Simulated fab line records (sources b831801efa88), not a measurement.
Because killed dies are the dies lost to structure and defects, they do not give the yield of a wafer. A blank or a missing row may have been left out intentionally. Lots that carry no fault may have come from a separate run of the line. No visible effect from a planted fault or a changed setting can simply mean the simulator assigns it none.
The same fault as seen by 2 desks ; flow gf180mcu ; each desk has only its own numbers; what lay behind them comes last

DESK OF THE TOOL OWNER: krfScanner-01
The tool's own readings at GF_M5_EXPOSE_04 (exposes mask Metal5, target cd 280 nm): means of the sampled wafers that have a number, for each lot that ran on this tool. The brackets show how far a lot's mean lies from the usual mean; more than 4 standard deviations puts the lot out of limits, marked OUT.
Columns: A = exposureDoseMJCm2 at GF_M5_EXPOSE_04, usual 28.004; B = focusOffsetNm at GF_M5_EXPOSE_04, usual 0.1 nm
lot;first seen here;A;B
L616;day 26 06:43;27.991;0.2
L621;day 28 03:31;27.986;-0.7
L622;day 28 16:04;28.035;-0.8
L627;day 29 22:25;27.965;0.2
L629;day 30 15:14;27.996;1.0
Finding of this desk: none of the 5 lots has anything out of limits.

AT THE METROLOGY DESK
What the gauges read, lot by lot, whatever tool the lot ran on: means of the sampled wafers that have a number. The brackets show how far a lot's mean lies from the usual mean; more than 4 standard deviations puts the lot out of limits, marked OUT.
Columns: A = MIM_ALCU_RS at GF_MIM_RS_MEAS_10, usual 0.1607 ohm/sq
lot;first seen here;A
L616;day 24 22:41;0.1614
L619;day 26 05:21;0.1599
L620;day 26 10:33;0.1603
L621;day 26 20:53;0.1637
L622;day 27 09:57;0.1627
L624;day 27 20:44;0.1586
L625;day 28 05:17;0.1596
L627;day 28 17:55;0.1630
L628;day 28 21:24;0.1601
L630;day 29 08:13;0.1593
L629;day 29 10:45;0.1619
L636;day 30 21:26;0.1626
L637;day 31 00:50;0.1592
L638;day 31 07:12;0.1626
Finding of this desk: none of the 14 lots has anything out of limits.

BROUGHT TOGETHER
The tool owner's desk saw nothing out of limits.
Metrology desk: nothing out of limits seen.

WHAT THE SIMULATOR PUT IN
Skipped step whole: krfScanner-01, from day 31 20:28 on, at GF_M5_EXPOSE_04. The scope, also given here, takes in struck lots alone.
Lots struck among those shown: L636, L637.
